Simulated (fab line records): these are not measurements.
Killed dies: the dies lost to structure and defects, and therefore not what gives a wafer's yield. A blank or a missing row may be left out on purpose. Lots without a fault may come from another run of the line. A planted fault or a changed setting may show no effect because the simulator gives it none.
2 desks, one fault :: flow sky130 :: what lay behind the numbers comes last; until then each desk has only its own

## METROLOGY DESK
Means of the sampled wafers that have a number, per lot and without regard to the tool the lot ran on: this is what the gauges read. The brackets show how far a lot's mean lies from the usual mean; more than 4 standard deviations puts the lot out of limits, marked OUT.
Columns: A = METAL2_ALCU_THK at SKY_METAL2_THK_MEAS_06, usual 249 nm; B = cd nm at SKY_METAL2_CD_MEAS_15, usual 139.7 nm; C = METAL2_OVL at SKY_METAL2_OVL_MEAS_16, usual 0 nm
lot: L195
first seen here: day 35 07:19
A: 250
B: 140.0
C: 2

lot: L196
first seen here: day 35 11:17
A: 251
B: 138.7
C: 2

lot: L205
first seen here: day 38 01:44
A: 245
B: 140.9
C: -1

lot: L206
first seen here: day 38 08:01
A: 252
B: 139.4
C: -3

lot: L209
first seen here: day 39 02:16
A: 249
B: 139.6
C: -0

lot: L210
first seen here: day 39 17:35
A: 252
B: 140.1
C: -1
Result from this desk: across the 6 lots, nothing is out of limits.

## TOOL OWNER'S DESK, rie metal-02
The tool's own readings at SKY_METAL2_ETCH_18 (etches BARC in N2/H2, stops on SiO2, time 45.9 s, target depth 60 nm): means of the sampled wafers that have a number, for each lot that ran on this tool. The brackets show how far a lot's mean lies from the usual mean; more than 4 standard deviations puts the lot out of limits, marked OUT.
Columns: A = chamber pressure mTorr at SKY_METAL2_ETCH_18, usual 29.999 mTorr; B = drypump motor current A at SKY_METAL2_ETCH_18, usual 5.6 A; C = oes product au at SKY_METAL2_ETCH_18, usual 0.854 a.u.; D = rf fwd power W at SKY_METAL2_ETCH_18, usual 494.0 W; E = throttle valve pct at SKY_METAL2_ETCH_18, usual 13.224 %
lot: L196
first seen here: day 36 13:43
A: 29.981
B: 5.5
C: 0.855
D: 493.7
E: 13.224

lot: L205
first seen here: day 39 02:31
A: 29.989
B: 5.5
C: 0.850
D: 492.8
E: 13.221

lot: L206
first seen here: day 39 08:32
A: 29.986
B: 5.4
C: 0.851
D: 492.0
E: 13.226
Result from this desk: across the 3 lots, nothing is out of limits.

## TAKEN TOGETHER
Metrology desk: nothing out of limits seen.
The tool owner's desk saw nothing out of limits.

## WHAT HAD BEEN PUT IN BY THE SIMULATOR
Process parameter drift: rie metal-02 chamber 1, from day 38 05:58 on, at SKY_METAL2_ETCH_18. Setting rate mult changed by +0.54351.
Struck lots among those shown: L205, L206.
